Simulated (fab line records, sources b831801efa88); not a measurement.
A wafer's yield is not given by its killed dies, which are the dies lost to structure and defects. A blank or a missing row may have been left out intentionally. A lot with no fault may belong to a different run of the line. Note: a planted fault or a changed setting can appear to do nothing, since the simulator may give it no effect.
Which tool was responsible? | flow gf180mcu | 6 lots with 18 wafers sampled at 3 steps, on a route of 602 steps

== WHAT EACH GAUGE READ, for each wafer ==
GF_MIM_THK_MEAS_06.
lot  | measured     | on            | MIM_CVD_05_THK (nm)
L572 | day 25 23:58 | film metro-02 | 41.4 41.3 42.3
L573 | day 26 11:35 | film metro-03 | 42.2 42.6 42.5
L576 | day 27 06:07 | film metro-02 | 41.1 41.4 42.0
L579 | day 28 09:13 | film metro-02 | 42.0 42.0 42.8
L583 | day 29 12:01 | film metro-02 | 41.8 41.5 42.5
L586 | day 30 03:41 | film metro-03 | 41.2 41.4 41.7

== EACH LOT AND THE TOOL THAT RAN IT (in order: tool; ch and the chambers of the sampled wafers; start) ==
lot  | GF_M3_SPUTTER_03             | GF_MIM_SPUTTER_02
L572 | pvd sputter-04, day 22 01:58 | pvd sputter-04, day 25 23:50
L573 | pvd sputter-04, day 22 14:43 | pvd sputter-03, day 26 11:28
L576 | pvd sputter-04, day 23 10:04 | pvd sputter-03, day 27 05:58
L579 | pvd sputter-02, day 24 16:18 | pvd sputter-04, day 28 09:05
L583 | pvd sputter-04, day 25 22:10 | pvd sputter-02, day 29 11:52
L586 | pvd sputter-04, day 26 14:40 | pvd sputter-03, day 30 03:34
- GF_M3_SPUTTER_03: material Ti, target thk 10 nm, time 6.7 s.
- GF_MIM_SPUTTER_02: material AlCu, target thk 450 nm, time 23.9 s.

== THE ANSWER, worked out from the rows above alone ==
Rule: what is usual is taken from the lots themselves. Put in order of their means at a reading, lots are off if they are a third of the lots or fewer, leave a main group of 4 or more, and stand apart from it by a gap of 3 or more times the standard deviation of the main group's means; of several such gaps the widest counts. A main group is skipped when, at the precision printed for the reading in the tables above, its means are all equal. Also off: a lot with no number at a reading for which 4 or more lots have one. The other lots that the step has rows for count as sound.
No lot is off on any of the readings shown, so nothing can be concluded from this.

== WHAT THE SIMULATOR HAD PUT IN ==
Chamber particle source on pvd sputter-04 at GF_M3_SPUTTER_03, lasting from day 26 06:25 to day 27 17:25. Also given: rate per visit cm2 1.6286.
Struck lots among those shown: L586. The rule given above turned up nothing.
